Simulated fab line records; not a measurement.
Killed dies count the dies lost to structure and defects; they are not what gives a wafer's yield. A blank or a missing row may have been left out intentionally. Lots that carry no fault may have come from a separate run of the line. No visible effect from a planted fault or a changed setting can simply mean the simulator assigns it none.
The tool behind it: which one?	flow sfqLine	at 1 step of a route of 325, 13 lots with 39 wafers sampled

== WHAT EACH GAUGE READ, for each wafer ==
Not one reading of a measure or inspect step in the record can be checked against a usual standard deviation.

== WHAT TOOL EACH LOT RAN ON (gives the tool, then ch and the chambers of the sampled wafers, and finally the start) ==
lot	SFQ_TRILAYER_R5_DEP_SPUTTER_132
L763	pvdSputter-04, day 51 21:29
L764	pvdSputter-05, day 51 23:13
L766	pvdSputter-05, day 58 14:07
L767	pvdSputter-06, day 58 15:33
L768	pvdSputter-05, day 58 18:55
L771	pvdSputter-05, day 59 07:06
L773	pvdSputter-05, day 59 20:15
L775	pvdSputter-05, day 60 00:01
L780	pvdSputter-04, day 60 14:46
L781	pvdSputter-05, day 61 03:46
L782	pvdSputter-04, day 61 12:26
L783	pvdSputter-06, day 61 15:13
L785	pvdSputter-06, day 62 00:13
- SFQ_TRILAYER_R5_DEP_SPUTTER_132: material Ti, target thk 5 nm, time 5 s.

== AS READ BY THE TOOLS THEMSELVES (means over the sampled wafers that have a number; for cases with no such wafer, the mark the record gives instead) ==
SFQ_TRILAYER_R5_DEP_SPUTTER_132.
lot	tool	cathodeDcPowerW (W)	throttleValvePct (%)
L763	pvdSputter-04	2000.1	30.1
L764	pvdSputter-05	2000.1	29.3
L766	pvdSputter-05	1999.9	29.9
L767	pvdSputter-06	2000.0	30.7
L768	pvdSputter-05	2000.2	29.9
L771	pvdSputter-05	2000.1	30.1
L773	pvdSputter-05	2000.0	29.3
L775	pvdSputter-05	2000.2	30.6
L780	pvdSputter-04	2000.2	30.3
L781	pvdSputter-05	1914.9	30.7
L782	pvdSputter-04	1999.7	30.1
L783	pvdSputter-06	2000.0	29.1
L785	pvdSputter-06	1999.8	29.6

== THE ANSWER, worked out from the rows above alone ==
Rule: the lots themselves supply what counts as usual. Put in order of their means at a reading, lots are off if they are a third of the lots or fewer, leave a main group of 4 or more, and stand apart from it by a gap of 3 or more times the standard deviation of the main group's means; of several such gaps the widest counts. Not used: any main group whose means are identical at the precision the tables above print for the reading. Also off: a lot with no number at a reading for which 4 or more lots have one. Where the step has rows for the other lots, those lots are counted as sound. Order of review: gauges by route order, followed by the tools' own readings, for which a lot's mean as printed above is used. At the first step where some lot is off, the reading lying furthest off is the one used; lots without a number count as furthest.
Off: L781, at SFQ_TRILAYER_R5_DEP_SPUTTER_132 (cathodeDcPowerW). Main group: mean 2000.0 W, sd 0.15.
A tool fits if, at that step or a process step before it, it ran every lot that is off, and no sound lot after the first of them. One candidate fits, namely pvdSputter-05 at SFQ_TRILAYER_R5_DEP_SPUTTER_132. Its last sound lot is L775 (day 60 00:01), its first lot that is off L781 (day 61 03:46): a fault that began between those two fits.
The tool's own readings at SFQ_TRILAYER_R5_DEP_SPUTTER_132 bear it out: on the lots that are off they differ by more than 5 times the standard deviation of the sound lots' means. cathodeDcPowerW reads 1914.9 W there against 2000.0 W on the sound lots.

== WHAT WAS PUT IN BY THE SIMULATOR ==
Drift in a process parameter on pvdSputter-05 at SFQ_TRILAYER_R5_DEP_SPUTTER_132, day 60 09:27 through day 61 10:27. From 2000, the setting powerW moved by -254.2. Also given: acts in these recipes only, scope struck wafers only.
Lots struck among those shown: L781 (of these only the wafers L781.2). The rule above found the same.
